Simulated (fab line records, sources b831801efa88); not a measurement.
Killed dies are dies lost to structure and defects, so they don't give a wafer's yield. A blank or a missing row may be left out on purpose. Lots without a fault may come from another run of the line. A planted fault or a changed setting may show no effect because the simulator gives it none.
Which tool did it? | flow gf180mcu | 13 lots, 39 wafers sampled, at 4 steps of a route of 602

WHAT THE GAUGES READ, wafer by wafer
GF_VT_IMPLANT_TW_MEAS_10.
lot  | measured     | on            | VT_IMPLANT_TW
L546 | day 5 20:50  | film_metro-04 | 562 563 562
L547 | day 6 01:43  | film_metro-02 | 565 563 561
L548 | day 6 08:58  | film_metro-04 | 562 565 563
L549 | day 6 16:25  | film_metro-04 | 565 564 565
L551 | day 7 04:44  | film_metro-02 | 565 565 567
L552 | day 7 14:26  | film_metro-04 | 563 562 562
L555 | day 8 04:31  | film_metro-04 | 30 30 30
L562 | day 9 22:46  | film_metro-04 | 563 565 564
L564 | day 10 12:16 | film_metro-04 | 559 561 559
L565 | day 10 17:34 | film_metro-01 | 576 574 572
L566 | day 10 23:56 | film_metro-04 | 560 559 560
L567 | day 11 04:43 | film_metro-04 | 560 560 562
L568 | day 11 14:01 | film_metro-01 | 573 574 573

GF_VT_IMPLANT_RS_MEAS_47: measures by four-point-probe.
lot  | measured     | on            | NWELL_RS (ohm/sq)
L546 | day 7 18:52  | film_metro-03 | 488.6 490.2 488.9
L547 | day 8 01:56  | film_metro-01 | 488.0 489.3 487.6
L548 | day 8 09:24  | film_metro-03 | 486.0 488.2 487.3
L549 | day 8 16:46  | film_metro-01 | 489.5 489.7 488.2
L551 | day 9 07:03  | film_metro-03 | 491.0 487.8 489.8
L552 | day 9 16:40  | film_metro-01 | 491.0 488.0 487.2
L555 | day 10 08:37 | film_metro-04 | 489.5 488.6 489.0
L562 | day 12 04:34 | film_metro-04 | 488.5 488.7 486.5
L564 | day 12 20:31 | film_metro-03 | 486.8 487.1 487.3
L565 | day 13 02:24 | film_metro-04 | 485.2 486.9 487.0
L566 | day 13 10:10 | film_metro-04 | 490.6 490.1 489.4
L567 | day 13 15:59 | film_metro-04 | 487.4 486.5 487.5
L568 | day 14 03:00 | film_metro-03 | 488.3 489.1 488.6

WHICH TOOL RAN EACH LOT (tool, then ch and the chambers of the sampled wafers, then the start)
lot  | GF_MVPSD_STRIP_10                    | GF_VT_IMPLANT_STRIP_09
L546 | plasma_asher-01 ch 0,1, day 5 05:55  | plasma_asher-04 ch 0,1, day 5 20:44
L547 | plasma_asher-02 ch 1, day 5 11:10    | plasma_asher-03 ch 1, day 6 01:37
L548 | plasma_asher-02 ch 0,1, day 5 18:03  | plasma_asher-03 ch 0,1, day 6 08:52
L549 | plasma_asher-03 ch 0,1, day 6 01:12  | plasma_asher-03 ch 0, day 6 16:19
L551 | plasma_asher-02 ch 0,1, day 6 13:18  | plasma_asher-01 ch 0,1, day 7 04:38
L552 | plasma_asher-02 ch 0,1, day 6 22:01  | plasma_asher-01 ch 0,1, day 7 14:20
L555 | plasma_asher-03 ch 0,1, day 7 12:03  | plasma_asher-03 ch 0,1, day 8 04:25
L562 | plasma_asher-02 ch 0,1, day 9 05:31  | plasma_asher-03 ch 0,1, day 9 22:40
L564 | plasma_asher-02 ch 0,1, day 9 19:09  | plasma_asher-04 ch 0,1, day 10 12:10
L565 | plasma_asher-03 ch 0,1, day 10 00:04 | plasma_asher-04 ch 0,1, day 10 17:28
L566 | plasma_asher-03 ch 0,1, day 10 06:22 | plasma_asher-04 ch 0, day 10 23:50
L567 | plasma_asher-01 ch 0,1, day 10 11:16 | plasma_asher-01 ch 0,1, day 11 04:37
L568 | plasma_asher-02 ch 0,1, day 10 20:12 | plasma_asher-03 ch 0,1, day 11 13:55
- GF_MVPSD_STRIP_10: strips in O2/N2.
- GF_VT_IMPLANT_STRIP_09: strips in O2/N2.

WHAT THE TOOLS THEMSELVES READ (means of the sampled wafers that have a number; where no wafer has one, the mark that the record gives instead)
GF_MVPSD_STRIP_10.
lot  | tool            | drypump_motor_current_A (A) | heater_power_w (W) | oes_product_au (a.u.) | strip_time_to_endpoint_s (s)
L546 | plasma_asher-01 | 5.2                         | 378                | 0.722                 | 37.04
L547 | plasma_asher-02 | 6.2                         | 328                | 0.722                 | 36.91
L548 | plasma_asher-02 | 6.1                         | 344                | 0.724                 | 36.94
L549 | plasma_asher-03 | 5.6                         | 342                | 0.727                 | 36.87
L551 | plasma_asher-02 | 6.0                         | 359                | 0.723                 | 36.98
L552 | plasma_asher-02 | 6.1                         | 341                | 0.723                 | 36.90
L555 | plasma_asher-03 | 5.8                         | 353                | 0.970                 | -
L562 | plasma_asher-02 | 5.9                         | 362                | 0.721                 | 37.02
L564 | plasma_asher-02 | 6.0                         | 359                | 0.725                 | 36.85
L565 | plasma_asher-03 | 5.6                         | 339                | 0.727                 | 37.01
L566 | plasma_asher-03 | 5.8                         | 355                | 0.723                 | 36.86
L567 | plasma_asher-01 | 5.5                         | 376                | 0.719                 | 36.96
L568 | plasma_asher-02 | 6.1                         | 345                | 0.723                 | 36.96

GF_VT_IMPLANT_STRIP_09.
lot  | tool            | drypump_motor_current_A (A) | heater_power_w (W) | oes_product_au (a.u.) | strip_time_to_endpoint_s (s)
L546 | plasma_asher-04 | 5.7                         | 317                | 0.719                 | 12.688
L547 | plasma_asher-03 | 6.0                         | 370                | 0.720                 | 12.668
L548 | plasma_asher-03 | 5.8                         | 356                | 0.717                 | 12.684
L549 | plasma_asher-03 | 5.4                         | 325                | 0.712                 | 12.637
L551 | plasma_asher-01 | 5.1                         | 378                | 0.717                 | 12.655
L552 | plasma_asher-01 | 5.5                         | 381                | 0.713                 | 12.593
L555 | plasma_asher-03 | 5.6                         | 336                | 0.713                 | 17.817
L562 | plasma_asher-03 | 5.9                         | 352                | 0.719                 | 12.666
L564 | plasma_asher-04 | 5.7                         | 321                | 0.716                 | 12.655
L565 | plasma_asher-04 | 5.5                         | 332                | 0.713                 | 12.648
L566 | plasma_asher-04 | 5.2                         | 346                | 0.717                 | 12.653
L567 | plasma_asher-01 | 5.1                         | 375                | 0.714                 | 12.644
L568 | plasma_asher-03 | 5.9                         | 347                | 0.719                 | 12.686

THE ANSWER, worked out from the rows above alone
Rule: what is usual is taken from the lots themselves. Put in order of their means at a reading, lots are off if they are a third of the lots or fewer, leave a main group of 4 or more, and stand apart from it by a gap of 3 or more times the standard deviation of the main group's means; of several such gaps the widest counts. A main group whose means are all the same, to the digits that the tables above print for the reading, isn't used. A lot without any number at a reading at which 4 lots or more have one is off too. The other lots that the step has rows for count as sound. The gauges are gone through in route order, then the tools' own readings, and for those a lot's mean is taken as printed above. The first step at which some lot is off is used, and at that step the reading that is off furthest; a lot without a number counts as furthest.
Off: L555, at GF_VT_IMPLANT_TW_MEAS_10 (VT_IMPLANT_TW). The main group: mean 564, standard deviation 4.5.
A tool fits if, at a process step before that reading, it ran every lot that is off, and no sound lot after the first of them. The gauges at GF_VT_IMPLANT_TW_MEAS_10 aren't tried: what is off there is off at GF_MVPSD_STRIP_10 too, on other tools, and a gauge's error can't cause that. None of those tried fits.

WHAT THE SIMULATOR HAD PUT IN
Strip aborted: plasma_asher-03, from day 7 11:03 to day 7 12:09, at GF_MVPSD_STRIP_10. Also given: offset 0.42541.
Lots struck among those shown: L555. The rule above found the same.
